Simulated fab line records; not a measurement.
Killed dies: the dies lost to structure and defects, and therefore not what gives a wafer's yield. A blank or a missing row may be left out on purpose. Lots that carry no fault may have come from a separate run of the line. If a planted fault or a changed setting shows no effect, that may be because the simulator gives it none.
Struck lot and sound lot, side by side	flow sky130	17 steps out of a route of 708
Sound: wafers L342.4, L342.5, L342.6. Wafers struck: L345.2, L345.3, L345.5. The cause is given at the end.
For every step that has rows: the tool of each side, followed by ch and its chambers, followed by its first start. Under that, the readings that differ: sound wafers	struck wafers	difference of the means	sigmas: that difference in standard deviations of wafers without a fault.
alike: readings whose means differ by less than 2 such deviations, and words and numbers that are the same on both sides. not compared: withheld readings, readings that some wafer has no value for, bounds like >300 that may hide the same value, and numbers for which the record gives no deviation and whose values overlap.
Wherever a step has rows on one side only, a row that says differs or no value, or a row with sigmas, the two part there. Numbers that don't overlap but have no deviation are shown without sigmas and don't part them. Lack of a reading on every wafer of one side parts them only where that side has two or more wafers.

SKY_FIELD_ISO_THK_MEAS_02:
  struck on film metro-01, day 3 03:58; sound on film metro-04, day 2 14:02
  alike: FIELD_ISO_OXIDATION_00_THK
then, 1 step without rows for these wafers: SKY_FIELD_ISO_CVD_03 (deposits Si3N4 from DCS/NH3, target thk 165 nm, time 2830 s).
SKY_FIELD_ISO_THK_MEAS_04:
  struck on film metro-01, day 3 20:46; sound on film metro-04, day 2 15:53
  alike: FIELD_ISO_CVD_03_THK
then, 8 steps without rows for these wafers: SKY_FIELD_ISO_DEHYDRATE_05 (time 60 s); SKY_FIELD_ISO_HMDS_06 (prime time 60 s); SKY_FIELD_ISO_COAT_07 (resist thk 60 nm); SKY_FIELD_ISO_COAT_08 (resist thk 450 nm); SKY_FIELD_ISO_SOFTBAKE_09 (time 90 s); SKY_FIELD_ISO_EXPOSE_10 (exposes mask FOM, target cd 150 nm); SKY_FIELD_ISO_PEB_11; SKY_FIELD_ISO_DEVELOP_12 (develop time 60 s).
SKY_FIELD_ISO_CD_MEAS_13: target cd 150 nm.
  struck on cd sem-01, day 4 12:50; sound on cd sem-01, day 3 06:37
  alike: cd nm
SKY_FIELD_ISO_ETCH_14: etches BARC in N2/H2, stops on SiO2, time 45.9 s, target depth 60 nm.
  sound on rie diel-03 ch 0,1,3, day 3 06:41; struck on rie diel-03 ch 2,3, day 4 12:56
reading	sound	struck	difference	sigmas
oes product au (a.u.)	0.853 0.848 0.858	1.003 0.986 0.990	+0.140	+28
run length s (s)	74.4 73.4 73.8	49.6 49.8 50.0	-24.1	-51
model.etch.depth nm (nm)	59.86 59.8 59.82	36.95 36.27 35.94	-23.44	
model.KrF-thick_of_FIELD_ISO_COAT_08.thk nm (nm)	391.2 390.8 390.4	415.7 416.4 416.1	+25.3	
model.FIELD_ISO.cd nm (nm)	149.2 150.4 150	153.8 155.2 155.4	+4.9	
  alike: drypump motor current A, throttle valve pct
  not compared: rf hours counter h
SKY_FIELD_ISO_ETCH_15: etches the open film in CHF3/O2, stops on Si, target depth 180 nm, time 72 s.
  sound on rie diel-03 ch 0,1,3, day 3 06:43; struck on rie diel-03 ch 2,3, day 4 12:58
reading	sound	struck	difference	sigmas
oes product au (a.u.)	0.959 0.944 0.951	0.377 0.379 0.380	-0.573	-91
throttle valve pct (%)	8.843 8.849 8.852	8.676 8.689 8.674	-0.168	-20
model.KrF-thick_of_FIELD_ISO_COAT_08.thk nm (nm)	233.4 234.7 230.7	258.4 263.5 263.4	+28.8	
  alike: drypump motor current A, run length s
  not compared: rf hours counter h
SKY_FIELD_ISO_STRIP_16: strips in O2/N2.
  sound on plasma asher-02 ch 0,1, day 3 06:49; struck on plasma asher-01 ch 1, day 4 13:01
reading	sound	struck	difference	sigmas
oes product au (a.u.)	0.375 0.380 0.374	0.389 0.400 0.394	+0.018	+4
strip time to endpoint s (s)	3.52 3.53 3.47	3.79 3.83 3.84	+0.31	+8
  alike: drypump motor current A
  not compared: rf hours counter h
SKY_FIELD_ISO_ETCH_17: etches Si in HBr/Cl2/O2, target depth 342 nm, time 97.7 s.
  sound on rie si-01 ch 0,2,3, day 3 06:52; struck on rie si-01 ch 1,2,3, day 4 13:07
reading	sound	struck	difference	sigmas
model.FIELD_ISO.cd nm (nm)	150.2 148.5 149.3	153.6 155 154.8	+5.1	
  alike: drypump motor current A, oes product au, run length s, throttle valve pct
  not compared: rf hours counter h
then, 1 step without rows for these wafers: SKY_FIELD_ISO_WET_ETCH_18 (etches Si3N4 in H3PO4, target depth 25 nm, time 286 s).

== WHERE THEY PART ==
At SKY_FIELD_ISO_ETCH_14 first; at SKY_FIELD_ISO_STRIP_16 last (within this record only). Later steps at which nothing parts them and some readings are alike: SKY_FIELD_ISO_ETCH_17.

WHY: the cause the simulator had injected
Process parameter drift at SKY_FIELD_ISO_ETCH_14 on rie diel-03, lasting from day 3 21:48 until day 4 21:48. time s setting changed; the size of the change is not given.
